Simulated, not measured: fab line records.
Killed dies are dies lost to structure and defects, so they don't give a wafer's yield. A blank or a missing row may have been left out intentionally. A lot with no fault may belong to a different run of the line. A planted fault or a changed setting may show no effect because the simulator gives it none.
The tool behind it: which one?	flow sky130	11 lots, 33 wafers sampled, at 5 steps of a route of 708

## WHAT EACH GAUGE READ, for each wafer
SKY_VT_ADJUST_NCORE_OVL_MEAS_08. Usual: VT_ADJUST_NCORE_OVL gives 0.0 nm (standard deviation 1.7).
lot	measured	on	VT_ADJUST_NCORE_OVL (nm)	flag
L587	day 9 13:29	overlay-01	-0.5 -1.8 0.3	
L590	day 10 15:11	overlay-02	1.3 -0.5 0.9	
L591	day 10 21:11	overlay-01	2.3 3.8 1.0	
L593	day 11 11:18	overlay-02	0.5 -0.2 -0.2	
L594	day 11 15:51	overlay-01	1.9 0.5 0.7	
L595	day 12 00:05	overlay-01	-0.2 0.7 0.5	
L596	day 12 10:02	overlay-01	-2.2 -1.0 -0.2	
L603	day 14 16:52	overlay-01	-3.0 -3.1 -2.6	
L604	day 14 21:33	overlay-01	-2.3 -1.4 -0.7	
L606	day 15 05:47	overlay-02	-0.5 0.1 0.3	
L605	day 15 09:19	overlay-01	1.0 3.0 0.2	

SKY_SONOS_ONO_THK_MEAS_01. Usual: SONOS_ONO_OXIDATION_THK gives 2.57 nm (standard deviation 0.062).
lot	measured	on	SONOS_ONO_OXIDATION_THK (nm)	flag
L587	day 12 14:37	film-metro-03	2.57 2.59 2.58	
L590	day 13 17:53	film-metro-04	2.55 2.54 2.54	
L591	day 14 02:29	film-metro-04	2.64 2.66 2.58	
L593	day 14 17:40	film-metro-04	2.55 2.55 2.53	
L594	day 14 22:38	film-metro-03	2.67 2.64 2.65	
L595	day 15 07:04	film-metro-01	2.49 2.57 2.62	
L596	day 15 18:16	film-metro-04	2.56 2.53 2.55	
L603	day 18 08:48	film-metro-01	2.43 2.60 2.49	
L604	day 18 14:59	film-metro-01	2.62 2.66 2.62	
L606	day 18 23:28	film-metro-03	2.51 2.55 2.56	
L605	day 19 05:25	film-metro-03	2.52 2.47 2.48	

SKY_SONOS_ONO_THK_MEAS_05. Usual: SONOS_ONO_CVD_04_THK gives 5.65 nm (standard deviation 0.11).
lot	measured	on	SONOS_ONO_CVD_04_THK (nm)	flag
L587	day 12 17:39	film-metro-04	5.77 5.65 5.81	
L590	day 13 21:39	film-metro-03	5.65 5.60 5.65	
L591	day 14 04:54	film-metro-03	5.86 5.83 5.83	
L593	day 14 22:14	film-metro-01	5.52 5.57 5.57	
L594	day 15 02:25	film-metro-01	6.33 6.24 5.78 6.35 6.34 5.75	OFF
L595	day 15 09:55	film-metro-04	6.31 5.92 5.81 6.36 5.95 5.74	OFF
L596	day 15 20:59	film-metro-03	7.02 6.96 6.86 6.99 6.94 6.81	OFF
L603	day 18 11:13	film-metro-03	5.59 5.53 5.66	
L604	day 18 18:25	film-metro-04	5.94 5.84 5.90	
L606	day 19 01:53	film-metro-03	5.82 5.79 5.79	
L605	day 19 07:50	film-metro-04	5.63 5.70 5.59	

## TOOL THAT RAN EACH LOT (tool first, then ch and the chambers of the sampled wafers, then the start)
lot	SKY_VT_ADJUST_LVTN_STRIP_20	SKY_SONOS_ONO_CVD_04
L587	plasma-asher-04 ch 0, day 8 16:13	lpcvd-03 ch 1, day 12 15:46
L590	plasma-asher-02 ch 0,1, day 9 17:11	lpcvd-03 ch 1, day 13 20:23
L591	plasma-asher-04 ch 0,1, day 9 22:19	lpcvd-03 ch 1, day 14 03:39
L593	plasma-asher-01 ch 0,1, day 10 12:08	lpcvd-03 ch 0, day 14 20:21
L594	plasma-asher-01 ch 0,1, day 10 16:44	lpcvd-03 ch 1, day 15 01:09
L595	plasma-asher-02 ch 0,1, day 11 01:07	lpcvd-03 ch 1, day 15 08:40
L596	plasma-asher-04 ch 0,1, day 11 09:34	lpcvd-03 ch 1, day 15 19:43
L603	plasma-asher-04 ch 0,1, day 13 14:40	lpcvd-03 ch 0, day 18 09:58
L604	plasma-asher-02 ch 0,1, day 13 19:23	lpcvd-03 ch 0, day 18 17:10
L606	plasma-asher-01 ch 0,1, day 14 03:29	lpcvd-03 ch 0, day 19 00:38
L605	plasma-asher-02 ch 0,1, day 14 07:10	lpcvd-03 ch 1, day 19 06:35
- SKY_VT_ADJUST_LVTN_STRIP_20: strips in O2/N2.
- SKY_SONOS_ONO_CVD_04: deposits SiO2 from SiH4/N2O, target thk 5.7199 nm.

## WHAT THE TOOLS THEMSELVES READ (means of the sampled wafers that have a number; where no wafer has one, the mark that the record gives instead)
SKY_VT_ADJUST_LVTN_STRIP_20. Usual: drypump-motor-current-A 5.7 A, standard deviation 0.43; oes-product-au 0.716 a.u., standard deviation 0.0047; strip-time-to-endpoint-s 14.16 s, standard deviation 0.039.
lot	tool	drypump-motor-current-A (A)	oes-product-au (a.u.)	strip-time-to-endpoint-s (s)	flag
L587	plasma-asher-04	6.1	0.711	14.19	
L590	plasma-asher-02	5.1	0.719	14.13	
L591	plasma-asher-04	5.7	0.718	14.15	
L593	plasma-asher-01	5.9	0.717	14.22	
L594	plasma-asher-01	5.8	0.718	14.09	
L595	plasma-asher-02	5.5	0.717	14.11	
L596	plasma-asher-04	5.9	0.721	14.22	
L603	plasma-asher-04	5.9	0.717	14.13	
L604	plasma-asher-02	5.1	0.710	14.19	
L606	plasma-asher-01	5.8	0.714	14.17	
L605	plasma-asher-02	5.4	0.718	14.17	

SKY_SONOS_ONO_CVD_04. Usual: spike-tc-bottom-C 915.8 C, standard deviation 1.8; spike-tc-centre-C 900.5 C, standard deviation 1; spike-tc-lower-C 900.2 C, standard deviation 1.4; zone-power-bottom-pct 26.1 %, standard deviation 1.5; zone-power-centre-pct 17.6 %, standard deviation 0.72; zone-power-lower-pct 18.2 %, standard deviation 2.5.
lot	tool	spike-tc-bottom-C (C)	spike-tc-centre-C (C)	spike-tc-lower-C (C)	zone-power-bottom-pct (%)	zone-power-centre-pct (%)	zone-power-lower-pct (%)	flag
L587	lpcvd-03	914.2	899.2	899.8	25.1	18.2	16.3	
L590	lpcvd-03	914.1	899.4	899.9	25.1	18.1	16.3	
L591	lpcvd-03	914.4	900.5	899.1	24.8	18.0	16.2	
L593	lpcvd-03	918.0	901.1	901.9	27.8	16.8	21.0	
L594	lpcvd-03	909.8	895.3	933.6	20.3	12.2	28.5	OFF
L595	lpcvd-03	909.3	896.1	933.1	20.4	12.1	28.3	OFF
L596	lpcvd-03	907.8	897.7	933.1	20.3	12.1	28.5	OFF
L603	lpcvd-03	918.2	900.5	901.8	27.9	16.7	21.1	
L604	lpcvd-03	917.3	901.0	902.6	27.8	16.6	21.3	
L606	lpcvd-03	917.3	901.4	901.9	28.3	16.6	21.4	
L605	lpcvd-03	914.7	900.5	899.3	25.1	18.0	16.4	

## THE ANSWER, worked out from the rows above alone
Rule: lot off if the mean of its wafers having a number is beyond 3 standard deviations from the usual mean. A lot without any number at a reading at which 4 lots or more have one is off too. The other lots that the step has rows for count as sound. First the gauges in route order, then the tools' own readings, where a lot's mean is used as printed above. At the first step where some lot is off, the reading lying furthest off is the one used; lots without a number count as furthest.
Off: at SKY_SONOS_ONO_THK_MEAS_05 (SONOS_ONO_CVD_04_THK), L594, L595, L596.
If a tool, at a process step before that reading, ran all the lots that are off and no sound lot after the first of them, it fits. The gauges at SKY_SONOS_ONO_THK_MEAS_05 aren't tried: what is off there is off at SKY_SONOS_ONO_CVD_04 too, on other tools, and a gauge's error can't cause that. None of those tried fits.

## WHAT THE SIMULATOR PUT IN
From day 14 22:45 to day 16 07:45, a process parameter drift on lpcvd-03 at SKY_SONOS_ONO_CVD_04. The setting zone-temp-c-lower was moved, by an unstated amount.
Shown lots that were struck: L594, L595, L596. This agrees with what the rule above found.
